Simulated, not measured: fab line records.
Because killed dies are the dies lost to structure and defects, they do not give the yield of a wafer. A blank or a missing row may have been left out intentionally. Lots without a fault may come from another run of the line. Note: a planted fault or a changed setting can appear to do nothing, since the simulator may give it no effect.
fab line records	flow sky130
[record] lots = 5	wafers = 23
route steps=708 shown CONTACT@425 METAL1@443 VIA1@458 METAL2@487 VIA2@507 METAL3@535 CAPM@550
start-h: hours from the record's first day to the start of the lot's first wafer shown	wait-h: hours since the lot's step before	" repeats the value in the row above	L1.1+2: a single row standing in for several wafers	- no value present, or no start provided	* or withheld: withheld	< > ~ a bound
route shown NAME@n: a module of which the file shows steps, and the number in the route of the first	usual: mean and standard deviation over wafers with no fault	same: alike in all rows	chamber/n: place in a boat	sites: the reading at each site	_std_site: their standard deviation	_edge_site: outer sites' mean less inner sites'	radius-mm: for every site, how far away it sits from the centre of the wafer	mask NAME#n: copy n	behind: tool/chamber where the wafer was last shaped	hold: reason for holding the lot/hours on hold/outcome of the hold	device: which transistor (n, p or np) failed to switch	end of line: the same wafers' tests at the end of the route	for a step that has no rows: nothing shown but its recipe	killed: the dies lost at the first sort to structure and to defects; this is not the yield of the wafer	map: shows each die of a wafer: x if killed, . if not, _ if none is there
set.NAME: setting as actually run; set.NAME@STEP: the setting as run at that earlier step	model.NAME: the simulator's own value behind a step, which no gauge read
one table per step and one row per wafer, for lots whose settings were changed on purpose
[[steps]]
[step SKY_CONTACT_STRIP_19]
[recipe] chemistry = O2/N2	power-w = 1400	pressure-mtorr = 1500	platen-temp-c = withheld	o2-flow-sccm = 3000	n2-flow-sccm = 300	overash-fraction = 0.5
[usual] strip-time-to-endpoint-s = 3.63/0.038
lot.wafer	tool	chamber	start-h	wait-h	set.power-w	set.resist-thk-nm@CONTACT_COAT_09	strip-time-to-endpoint-s
L075.1	plasma-asher-02	0	736.93	-	1527	450	3.41
L075.2	"	1	"	"	1527	450	3.40
L075.4	"	1	"	"	1527	450	3.40
L075.5	"	0	"	"	1400	450	3.66
L075.6	"	1	"	"	1400	450	3.64
L078.1	plasma-asher-03	1	762.07	-	1400	450	3.61
L078.4	"	1	"	"	1400	450	3.65
L078.6	"	1	"	"	1400	450	3.64
L079.1	plasma-asher-03	0	778.07	-	1400	450	3.63
L079.3	"	1	"	"	1334	427.2	3.53
L079.4	"	0	"	"	1334	450	3.84
L079.5	"	0	"	"	1334	450	3.79
L079.6	"	1	"	"	1400	427.2	3.49
L084.1	plasma-asher-04	1	831.93	-	1452	450	3.53
L084.3	"	0	"	"	1452	450	3.53
L084.4	"	1	"	"	1400	450	3.68
L084.5	"	0	"	"	1400	450	3.65
L084.6	"	1	"	"	1452	450	3.52
L085.1	plasma-asher-04	1	840.83	-	1400	472.6	3.82
L085.2	"	0	"	"	1558	450	3.35
L085.3	"	1	"	"	1558	472.6	3.51
L085.4	"	0	"	"	1400	450	3.58
L085.6	"	1	"	"	1558	472.6	3.49
[step SKY_METAL1_COAT_09]
[recipe] resist = BARC	temp-c = withheld	time-s = withheld	spin-rpm = 3000	resist-thk-nm = 60
lot.wafer	tool	chamber	start-h	wait-h	set.resist-thk-nm
L075.1+2+4+5+6	litho-track-01	0	752.19	0.1	60
L078.1+4+6	litho-track-02	0	776.72	0.1	60
L079.1+3	litho-track-01	0	791.09	0.1	57.91
L079.4+5+6	"	0	"	"	60
L084.1+3	litho-track-04	0	845.84	0.1	60
L084.4+5+6	"	0	"	"	63.18
L085.1+6	litho-track-04	0	854.94	0.1	57.73
L085.2+3+4	"	0	"	"	60
[step SKY_METAL1_COAT_10]
[recipe] resist = KrF-thick	spin-rpm = 3000	resist-thk-nm = 450
[step SKY_METAL1_SOFTBAKE_11]
[recipe] temp-c = 100	time-s = 86.66	resist = KrF-thick
[step SKY_METAL1_DESCUM_17]
[recipe] chemistry = O2	source-power-w = 150	bias-power-w = 0	pressure-mtorr = 10	temp-c = 40	time-s = 8
[step SKY_METAL1_ETCH_18]
[recipe] chemistry = N2/H2	target = BARC	ion-energy-ev = 200	bias-w = 100	pressure-mtorr = 30	n2-flow-sccm = 100	h2-flow-sccm = 200	icp-w = 500	stop-on = SiO2	time-s = 45.9	target-depth-a = 600
[usual] oes-product-au = 0.853/0.0054
lot.wafer	tool	chamber	start-h	wait-h	set.resist-thk-nm@METAL1_COAT_09	oes-product-au
L075.1	rie-metal-02	1	765.83	0.0	60	0.851
L075.2	"	0	"	"	60	0.841
L075.4	"	0	"	"	60	0.851
L075.5	"	1	"	"	60	0.854
L075.6	"	0	"	"	60	0.853
L078.1	rie-metal-04	1	789.58	0.0	60	0.848
L078.4	"	1	"	"	60	0.856
L078.6	"	1	"	"	60	0.846
L079.1	rie-metal-03	1	805.38	0.0	57.91	0.839
L079.3	"	0	"	"	57.91	0.840
L079.4	"	1	"	"	60	0.849
L079.5	"	1	"	"	60	0.851
L079.6	"	0	"	"	60	0.851
L084.1	rie-metal-04	1	860.23	0.0	60	0.855
L084.3	"	0	"	"	60	0.855
L084.4	"	1	"	"	63.18	0.877
L084.5	"	0	"	"	63.18	0.882
L084.6	"	1	"	"	63.18	0.878
L085.1	rie-metal-03	1	868.21	0.0	57.73	0.840
L085.2	"	0	"	"	60	0.859
L085.3	"	0	"	"	60	0.860
L085.4	"	1	"	"	60	0.846
L085.6	"	1	"	"	57.73	0.836
[step SKY_VIA1_HDPCVD_00]
[recipe] material = SiO2	target-thk-nm = 1030	sigma-open-frac = 0.3	time-s = 171.7	temp-c = 400	sih4-flow-sccm = 60	pressure-mtorr = 6
lot.wafer	tool	chamber	start-h	wait-h	set.sih4-flow-sccm	model.SiO2_of_VIA1_HDPCVD_00.thk-nm
L075.1	hdpcvd-01	1	766.62	0.0	52.87	909.1
L075.2	"	0	"	"	52.87	892.7
L075.4	"	0	"	"	60	1013
L075.5	"	2	"	"	52.87	921.4
L075.6	"	1	"	"	60	1043
L078.1	hdpcvd-02	1	790.84	0.0	60	1030
L078.4	"	2	"	"	60	1017
L078.6	"	1	"	"	60	1039
L079.1	hdpcvd-01	2	806.13	0.0	60	1021
L079.3	"	0	"	"	60	1014
L079.4	"	0	"	"	56.07	933.2
L079.5	"	2	"	"	56.07	959.7
L079.6	"	1	"	"	60	1043
L084.1+3	hdpcvd-02	2,0	861.01	0.0	60	-
L084.4	"	0	"	"	66.15	1123
L084.5	"	2	"	"	60	1030
L084.6	"	1	"	"	66.15	-
L085.1+6	hdpcvd-01	0	868.96	0.0	60	1026
L085.2+4	"	1	"	"	60	-
L085.3	"	2	"	"	60	1048
[step SKY_VIA1_THK_MEAS_01]
[recipe] reads = SiO2_of_VIA1_HDPCVD_00
[usual] VIA1_HDPCVD_THK = 1034/13
lot.wafer	tool	chamber	start-h	wait-h	set.sih4-flow-sccm@VIA1_HDPCVD_00	VIA1_HDPCVD_THK[nm]
L075.1	film-metro-04	-	766.73	0.1	52.87	910
L075.2	"	-	"	"	52.87	893
L075.4	"	-	"	"	60	1013
L075.5	"	-	"	"	52.87	921
L075.6	"	-	"	"	60	1044
L078.1	film-metro-02	-	790.95	0.1	60	1031
L078.4	"	-	"	"	60	1017
L078.6	"	-	"	"	60	1040
L079.1	film-metro-01	-	806.24	0.1	60	1022
L079.3	"	-	"	"	60	1015
L079.4	"	-	"	"	56.07	933
L079.5	"	-	"	"	56.07	961
L079.6	"	-	"	"	60	1043
L084.1	film-metro-02	-	861.12	0.1	60	1042
L084.3	"	-	"	"	60	1036
L084.4	"	-	"	"	66.15	1123
L084.5	"	-	"	"	60	1030
L084.6	"	-	"	"	66.15	1143
L085.1	film-metro-01	-	869.07	0.1	60	1026
L085.2	"	-	"	"	60	1056
L085.3	"	-	"	"	60	1048
L085.4	"	-	"	"	60	1055
L085.6	"	-	"	"	60	1027
[step SKY_VIA1_SPUTTER_20]
[recipe] material = TiN	target-thk-nm = 20	chamber-pressure-pa = 5	power-w = 4000	time-s = 80
lot.wafer	tool	chamber	start-h	wait-h	set.chamber-pressure-pa	model.TiN_of_VIA1_SPUTTER_20.thk-nm
L075.1	pvd-sputter-01	-	793.21	0.0	5.493	18.49
L075.2	"	-	"	"	5.493	18.68
L075.4	"	-	"	"	5.493	18.21
L075.5	"	-	"	"	5.493	18.23
L075.6	"	-	"	"	5.493	18.82
L078.1	pvd-sputter-04	-	818.56	0.0	5	19.43
L078.4	"	-	"	"	5	19.42
L078.6	"	-	"	"	5	19.44
L079.1	pvd-sputter-04	-	833.99	0.0	4.806	20.33
L079.3	"	-	"	"	4.806	20.22
L079.4	"	-	"	"	4.806	20.87
L079.5	"	-	"	"	4.806	20.71
L079.6	"	-	"	"	4.806	20.4
L084.1	pvd-sputter-01	-	888.23	0.0	5.717	17.09
L084.3	"	-	"	"	5.717	17.67
L084.4	"	-	"	"	5.717	17.66
L084.5	"	-	"	"	5.717	17.62
L084.6	"	-	"	"	5.717	17.27
L085.1	pvd-sputter-03	-	896.62	0.0	5.444	18.61
L085.2	"	-	"	"	5.444	18.42
L085.3	"	-	"	"	5.444	18.76
L085.4	"	-	"	"	5.444	18.85
L085.6	"	-	"	"	5.444	18.75
[step SKY_METAL2_SPUTTER_04]
[recipe] material = TiN	target-thk-nm = 70	power-w = 6500	time-s = 58.3	chamber-pressure-pa = 0.4
lot.wafer	tool	chamber	start-h	wait-h	set.power-w	model.TiN_of_METAL2_SPUTTER_04.thk-nm
L075.1	pvd-sputter-03	-	793.94	0.0	6500	70.98
L075.2	"	-	"	"	6293	67.97
L075.4	"	-	"	"	6500	70.64
L075.5	"	-	"	"	6293	68.78
L075.6	"	-	"	"	6500	69.97
L078.1	pvd-sputter-01	-	819.41	0.0	6500	69.86
L078.4	"	-	"	"	6500	69.92
L078.6	"	-	"	"	6500	69.46
L079.1	pvd-sputter-02	-	834.71	0.0	6500	68.75
L079.3	"	-	"	"	6500	69.45
L079.4	"	-	"	"	6791	71.95
L079.5	"	-	"	"	6500	69.84
L079.6	"	-	"	"	6791	71.53
L084.1	pvd-sputter-02	-	888.95	0.0	7126	75.48
L084.3	"	-	"	"	7126	77.06
L084.4	"	-	"	"	6500	70.28
L084.5	"	-	"	"	6500	68.49
L084.6	"	-	"	"	7126	76.23
L085.1	pvd-sputter-01	-	897.44	0.0	6500	71.49
L085.2	"	-	"	"	7153	78.92
L085.3	"	-	"	"	6500	72.09
L085.4	"	-	"	"	7153	79.59
L085.6	"	-	"	"	6500	72.06
[step SKY_VIA2_HDPCVD_00]
[recipe] material = SiO2	target-thk-nm = 1180	sigma-open-frac = 0.3	time-s = 196.7	temp-c = 400	sih4-flow-sccm = 60	pressure-mtorr = 6
lot.wafer	tool	chamber	start-h	wait-h	set.sih4-flow-sccm
L075.1+2+6	hdpcvd-02	2,0,0	821.86	0.0	60
L075.4+5	"	2,1	"	"	67.05
L078.1+4+6	hdpcvd-02	1,0,2	846.94	0.0	60
L079.1+3+4+5+6	hdpcvd-02	0,2,0,1,2	861.85	0.0	60
L084.1+4	hdpcvd-01	0,2	914.68	0.0	56.85
L084.3+5+6	"	1,1,0	"	"	60
L085.1+2+3+4+6	hdpcvd-02	2,0,1,2,1	923.53	0.0	60
[step SKY_VIA2_THK_MEAS_01]
[recipe] reads = SiO2_of_VIA2_HDPCVD_00
[usual] VIA2_HDPCVD_THK = 1176/15
lot.wafer	tool	chamber	start-h	wait-h	set.sih4-flow-sccm@VIA2_HDPCVD_00	VIA2_HDPCVD_THK[nm]
L075.1	film-metro-04	-	821.99	0.1	60	1155
L075.2	"	-	"	"	60	1197
L075.4	"	-	"	"	67.05	1295
L075.5	"	-	"	"	67.05	1307
L075.6	"	-	"	"	60	1189
L078.1	film-metro-03	-	847.07	0.1	60	1163
L078.4	"	-	"	"	60	1181
L078.6	"	-	"	"	60	1140
L079.1	film-metro-03	-	861.98	0.1	60	1187
L079.3	"	-	"	"	60	1152
L079.4	"	-	"	"	60	1194
L079.5	"	-	"	"	60	1167
L079.6	"	-	"	"	60	1160
L084.1	film-metro-02	-	914.81	0.1	56.85	1116
L084.3	"	-	"	"	60	1187
L084.4	"	-	"	"	56.85	1112
L084.5	"	-	"	"	60	1184
L084.6	"	-	"	"	60	1180
L085.1	film-metro-03	-	923.66	0.1	60	1171
L085.2	"	-	"	"	60	1192
L085.3	"	-	"	"	60	1176
L085.4	"	-	"	"	60	1159
L085.6	"	-	"	"	60	1175
[step SKY_VIA2_DEVELOP_11]
[recipe] develop-time-s = 60	resist = KrF-thick	dev-temp-c = 21
lot.wafer	tool	chamber	start-h	wait-h	set.dev-temp-c
L075.1+4	litho-track-04	0	-	-	21
L075.2+5+6	"	0	"	"	24.75
L078.1+4+6	litho-track-01	0	-	-	21
L079.1+5+6	litho-track-03	0	-	-	17.87
L079.3+4	"	0	"	"	21
L084.1+4+6	litho-track-01	0	-	-	21
L084.3+5	"	0	"	"	19.2
L085.1+3	litho-track-03	0	-	-	21
L085.2+4+6	"	0	"	"	17.3
[step SKY_VIA2_CD_MEAS_12]
[recipe] target-cd-nm = 200
[usual] cd-nm = 199.2/0.93
lot.wafer	tool	chamber	start-h	wait-h	set.dev-temp-c@VIA2_DEVELOP_11	cd-nm
L075.1	cd-sem-02	-	849.09	-	21	199.1
L075.2	"	-	"	"	24.75	201.2
L075.4	"	-	"	"	21	199.9
L075.5	"	-	"	"	24.75	201.3
L075.6	"	-	"	"	24.75	202.0
L078.1	cd-sem-02	-	873.64	-	21	199.2
L078.4	"	-	"	"	21	199.8
L078.6	"	-	"	"	21	198.8
L079.1	cd-sem-02	-	888.38	-	17.87	195.9
L079.3	"	-	"	"	21	198.5
L079.4	"	-	"	"	21	200.1
L079.5	"	-	"	"	17.87	195.7
L079.6	"	-	"	"	17.87	196.4
L084.1	cd-sem-01	-	939.65	-	21	200.4
L084.3	"	-	"	"	19.2	197.6
L084.4	"	-	"	"	21	199.5
L084.5	"	-	"	"	19.2	198.5
L084.6	"	-	"	"	21	198.9
L085.1	cd-sem-01	-	948.43	-	21	200.5
L085.2	"	-	"	"	17.3	196.6
L085.3	"	-	"	"	21	199.7
L085.4	"	-	"	"	17.3	195.5
L085.6	"	-	"	"	17.3	196.5
[step SKY_VIA2_ETCH_14]
[recipe] chemistry = N2/H2	target = BARC	ion-energy-ev = 200	source-w = 500	bias-w = 100	pressure-mtorr = 30	n2-flow-sccm = 100	h2-flow-sccm = 200	stop-on = SiO2	time-s = 45.9	target-depth-a = 600
lot.wafer	tool	chamber	start-h	wait-h	set.dev-temp-c@VIA2_DEVELOP_11	model.VIA2.cd-nm
L075.1	rie-diel-03	2	849.25	0.0	21	199.3
L075.2	"	3	"	"	24.75	202.3
L075.4	"	0	"	"	21	198.5
L075.5	"	0	"	"	24.75	200.9
L075.6	"	1	"	"	24.75	204
L078.1	rie-diel-03	3	873.80	0.0	21	199.8
L078.4	"	3	"	"	21	200.5
L078.6	"	0	"	"	21	198.8
L079.1+5	rie-diel-03	0	888.53	0.0	17.87	195.5
L079.3	"	1	"	"	21	200.1
L079.4	"	2	"	"	21	200.3
L079.6	"	3	"	"	17.87	197.1
L084.1	rie-diel-03	2	939.80	0.0	21	200.6
L084.3	"	3	"	"	19.2	197.8
L084.4	"	0	"	"	21	200
L084.5	"	2	"	"	19.2	198.7
L084.6	"	1	"	"	21	200.5
L085.1	rie-diel-03	0	948.59	0.0	21	200.2
L085.2	"	3	"	"	17.3	196
L085.3	"	2	"	"	21	199.6
L085.4	"	1	"	"	17.3	196.3
L085.6	"	2	"	"	17.3	196.7
[step SKY_METAL3_SPUTTER_03]
[recipe] material = Ti	target-thk-nm = 5	power-w = 3000	time-s = 3.3	chamber-pressure-pa = 0.4
lot.wafer	tool	chamber	start-h	wait-h	set.power-w	model.Ti_of_METAL3_SPUTTER_03.thk-nm
L075.1	pvd-sputter-02	-	850.70	0.0	3000	4.866
L075.2	"	-	"	"	3000	5.063
L075.4	"	-	"	"	3000	5.081
L075.5	"	-	"	"	3000	5.07
L075.6	"	-	"	"	3000	4.915
L078.1+6	pvd-sputter-04	-	875.39	0.0	3000	4.921
L078.4	"	-	"	"	3000	4.993
L079.1	pvd-sputter-03	-	889.99	0.0	3000	5.105
L079.3	"	-	"	"	3280	5.529
L079.4	"	-	"	"	3000	4.965
L079.5	"	-	"	"	3280	5.654
L079.6	"	-	"	"	3000	5.076
L084.1	pvd-sputter-03	-	941.26	0.0	3236	5.236
L084.3	"	-	"	"	3236	5.234
L084.4	"	-	"	"	3236	5.148
L084.5	"	-	"	"	3000	4.771
L084.6	"	-	"	"	3000	4.975
L085.1	pvd-sputter-04	-	950.04	0.0	2858	4.786
L085.2+3	"	-	"	"	3000	4.98
L085.4	"	-	"	"	3000	4.994
L085.6	"	-	"	"	2858	4.771
[step SKY_CAPM_METAL_ETCH_13]
[recipe] target-depth-nm = 220	stop-on = SiO2	chemistry = Cl2/BCl3	target = TiN	pressure-mtorr = 10	icp-w = 900	bias-w = 48.5	Cl2_flow_sccm = 60	bcl3-flow-sccm = 30	time-s = 62.9
lot.wafer	tool	chamber	start-h	wait-h	set.icp-w	model.NOVOLAK_of_CAPM_COAT_07.thk-nm
L075.1	rie-metal-04	0	876.63	0.0	900	990.4
L075.2	"	1	"	"	794.3	1006
L075.4	"	0	"	"	794.3	1009
L075.5	"	1	"	"	794.3	1005
L075.6	"	0	"	"	900	991.2
L078.1	rie-metal-01	1	900.61	0.0	900	995.7
L078.4	"	1	"	"	900	995
L078.6	"	0	"	"	900	992.2
L079.1	rie-metal-04	0	915.18	0.0	900	991.6
L079.3	"	0	"	"	900	990.1
L079.4	"	1	"	"	860.5	997.8
L079.5	"	1	"	"	900	995.3
L079.6	"	0	"	"	860.5	1002
L084.1	rie-metal-02	0	965.46	0.0	900	986.5
L084.3	"	0	"	"	833.1	998.4
L084.4	"	1	"	"	833.1	998.8
L084.5	"	1	"	"	833.1	994.8
L084.6	"	0	"	"	900	984.2
L085.1	rie-metal-01	1	974.63	0.0	900	992.4
L085.2	"	0	"	"	900	989
L085.3	"	1	"	"	900	993.6
L085.4	"	0	"	"	900	993.5
L085.6	"	0	"	"	900	988.9
[step SKY_CAPM_STRIP_14]
[recipe] chemistry = O2/N2	power-w = 1400	pressure-mtorr = 1500	platen-temp-c = withheld	o2-flow-sccm = 3000	n2-flow-sccm = 300	overash-fraction = 0.5
[usual] strip-time-to-endpoint-s = 12.64/0.051
lot.wafer	tool	chamber	start-h	wait-h	set.o2-flow-sccm	set.icp-w@CAPM_METAL_ETCH_13	strip-time-to-endpoint-s
L075.1	plasma-asher-04	0	876.70	0.1	3000	900	12.62
L075.2	"	1	"	"	3000	794.3	12.81
L075.4	"	1	"	"	3232	794.3	12.77
L075.5	"	1	"	"	3000	794.3	12.78
L075.6	"	0	"	"	3232	900	12.58
L078.1	plasma-asher-01	0	900.69	0.1	3000	900	12.68
L078.4	"	1	"	"	3000	900	12.67
L078.6	"	0	"	"	3000	900	12.64
L079.1	plasma-asher-03	0	915.25	0.1	3000	900	12.64
L079.3	"	0	"	"	3000	900	12.63
L079.4	"	1	"	"	3000	860.5	12.70
L079.5	"	0	"	"	3000	900	12.66
L079.6	"	1	"	"	3000	860.5	12.76
L084.1	plasma-asher-01	0	965.54	0.1	2795	900	12.62
L084.3	"	0	"	"	3000	833.1	12.70
L084.4	"	1	"	"	2795	833.1	12.76
L084.5	"	1	"	"	3000	833.1	12.66
L084.6	"	0	"	"	3000	900	12.54
L085.1	plasma-asher-03	1	974.71	0.1	3000	900	12.63
L085.2	"	0	"	"	3331	900	12.54
L085.3	"	1	"	"	3331	900	12.57
L085.4	"	0	"	"	3000	900	12.66
L085.6	"	1	"	"	3000	900	12.60
[step SKY_METAL3_EXPOSE_10]
[recipe] mask-id = MM3	na = 0.68	source-shape = annular	sigma-inner = 0.4	sigma-outer = 0.8	target-cd-nm = 300	dose-mj = 28
lot.wafer	tool	chamber	start-h	wait-h	mask	set.dose-mj
L075.1+2+6	krf-scanner-02	0	-	-	MM3#0	28
L075.4+5	"	0	"	"	MM3#0	29.41
L078.1+4+6	krf-scanner-01	0	-	-	MM3#0	28
L079.1+4	krf-scanner-01	0	-	-	MM3#0	28
L079.3+5+6	"	0	"	"	MM3#0	27.26
L084.1+3+5	krf-scanner-01	0	-	-	MM3#0	25.98
L084.4+6	"	0	"	"	MM3#0	28
L085.1+2	krf-scanner-02	0	-	-	MM3#0	29.7
L085.3+4+6	"	0	"	"	MM3#0	28
[step SKY_METAL3_PEB_11]
[recipe] peb-temp-c = withheld	peb-time-s = withheld	resist = KrF-thick
[step SKY_METAL3_DEVELOP_12]
[recipe] develop-time-s = 58.63	resist = KrF-thick	dev-temp-c = 21
lot.wafer	tool	chamber	start-h	wait-h	set.dose-mj@METAL3_EXPOSE_10	model.METAL3.cd-nm
L075.1	litho-track-02	0	-	-	28	299.2
L075.2	"	0	"	"	28	301.1
L075.4	"	0	"	"	29.41	291.1
L075.5	"	0	"	"	29.41	292
L075.6	"	0	"	"	28	300.7
L078.1	litho-track-04	0	-	-	28	301.9
L078.4	"	0	"	"	28	301.3
L078.6	"	0	"	"	28	301.4
L079.1	litho-track-04	0	-	-	28	297.2
L079.3+6	"	0	"	"	27.26	303.5
L079.4	"	0	"	"	28	299.2
L079.5	"	0	"	"	27.26	302
L084.1	litho-track-04	0	-	-	25.98	313.9
L084.3	"	0	"	"	25.98	314.5
L084.4	"	0	"	"	28	300.4
L084.5	"	0	"	"	25.98	314.6
L084.6	"	0	"	"	28	300.8
L085.1	litho-track-02	0	-	-	29.7	290.3
L085.2	"	0	"	"	29.7	290.8
L085.3	"	0	"	"	28	300.7
L085.4	"	0	"	"	28	300.2
L085.6	"	0	"	"	28	299.4
[step SKY_METAL3_CD_MEAS_13]
[recipe] target-cd-nm = 300
[usual] cd-nm = 300.2/1.3
lot.wafer	tool	chamber	start-h	wait-h	set.dose-mj@METAL3_EXPOSE_10	cd-nm
L075.1	cd-sem-02	-	903.12	-	28	298.9
L075.2	"	-	"	"	28	301.4
L075.4	"	-	"	"	29.41	291.3
L075.5	"	-	"	"	29.41	292.1
L075.6	"	-	"	"	28	300.6
L078.1	cd-sem-01	-	926.09	-	28	302.0
L078.4	"	-	"	"	28	301.5
L078.6	"	-	"	"	28	301.7
L079.1	cd-sem-02	-	940.49	-	28	296.9
L079.3	"	-	"	"	27.26	303.4
L079.4	"	-	"	"	28	299.1
L079.5	"	-	"	"	27.26	302.0
L079.6	"	-	"	"	27.26	303.7
L084.1	cd-sem-01	-	990.39	-	25.98	314.0
L084.3	"	-	"	"	25.98	314.4
L084.4	"	-	"	"	28	300.3
L084.5	"	-	"	"	25.98	314.4
L084.6	"	-	"	"	28	301.0
L085.1	cd-sem-02	-	999.17	-	29.7	290.1
L085.2	"	-	"	"	29.7	290.6
L085.3	"	-	"	"	28	300.5
L085.4	"	-	"	"	28	300.2
L085.6	"	-	"	"	28	299.3
[[key]]
[split] step = SKY_CONTACT_STRIP_19	setting = power-w	stated = 1400	by = wafer
[response] step = SKY_CONTACT_STRIP_19	reading = strip-time-to-endpoint-s	slope = *	per = 1%	together-with = resist-thk-nm@CONTACT_COAT_09	explained = 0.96
[split] step = SKY_METAL1_COAT_09	setting = resist-thk-nm	stated = 60	by = wafer
[response] step = SKY_METAL1_ETCH_18	reading = oes-product-au	change = +0.00417	per = 1%	r = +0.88
[split] step = SKY_VIA1_HDPCVD_00	setting = sih4-flow-sccm	stated = 60	by = wafer
[response] step = SKY_VIA1_HDPCVD_00	reading = model.SiO2_of_VIA1_HDPCVD_00.thk-nm	change = +10.3	per = 1%	r = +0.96
[response] step = SKY_VIA1_THK_MEAS_01	reading = VIA1_HDPCVD_THK	change = +10.2	per = 1%	r = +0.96
[split] step = SKY_VIA1_SPUTTER_20	setting = chamber-pressure-pa	stated = 5	by = lot
[response] step = SKY_VIA1_SPUTTER_20	reading = model.TiN_of_VIA1_SPUTTER_20.thk-nm	change = -0.151	per = 1%	r = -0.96
[split] step = SKY_METAL2_SPUTTER_04	setting = power-w	stated = 6500	by = wafer
[response] step = SKY_METAL2_SPUTTER_04	reading = model.TiN_of_METAL2_SPUTTER_04.thk-nm	change = +0.705	per = 1%	r = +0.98
[split] step = SKY_VIA2_HDPCVD_00	setting = sih4-flow-sccm	stated = 60	by = wafer
[response] step = SKY_VIA2_THK_MEAS_01	reading = VIA2_HDPCVD_THK	change = +10.8	per = 1%	r = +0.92
[split] step = SKY_VIA2_DEVELOP_11	setting = dev-temp-c	stated = 21	by = wafer
[response] step = SKY_VIA2_CD_MEAS_12	reading = cd-nm	change = +0.18	per = 1%	r = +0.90
[response] step = SKY_VIA2_ETCH_14	reading = model.VIA2.cd-nm	change = +0.223	per = 1%	r = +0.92
[split] step = SKY_METAL3_SPUTTER_03	setting = power-w	stated = 3000	by = wafer
[response] step = SKY_METAL3_SPUTTER_03	reading = model.Ti_of_METAL3_SPUTTER_03.thk-nm	change = +0.0505	per = 1%	r = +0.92
[split] step = SKY_CAPM_METAL_ETCH_13	setting = icp-w	stated = 900	by = wafer
[response] step = SKY_CAPM_METAL_ETCH_13	reading = model.NOVOLAK_of_CAPM_COAT_07.thk-nm	change = -1.44	per = 1%	r = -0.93
[response] step = SKY_CAPM_STRIP_14	reading = strip-time-to-endpoint-s	change = *	per = 1%	r = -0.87
[split] step = SKY_CAPM_STRIP_14	setting = o2-flow-sccm	stated = 3000	by = wafer
response none clear
[split] step = SKY_METAL3_EXPOSE_10	setting = dose-mj	stated = 28	by = wafer
[response] step = SKY_METAL3_DEVELOP_12	reading = model.METAL3.cd-nm	change = -1.77	per = 1%	r = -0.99
[response] step = SKY_METAL3_CD_MEAS_13	reading = cd-nm	change = -1.76	per = 1%	r = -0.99
split outside-this-file step=SKY_CONTACT_COAT_09 setting=resist-thk-nm
// split outside-this-file: this setting was split too, and the file shows its column; the key of that split is in another file
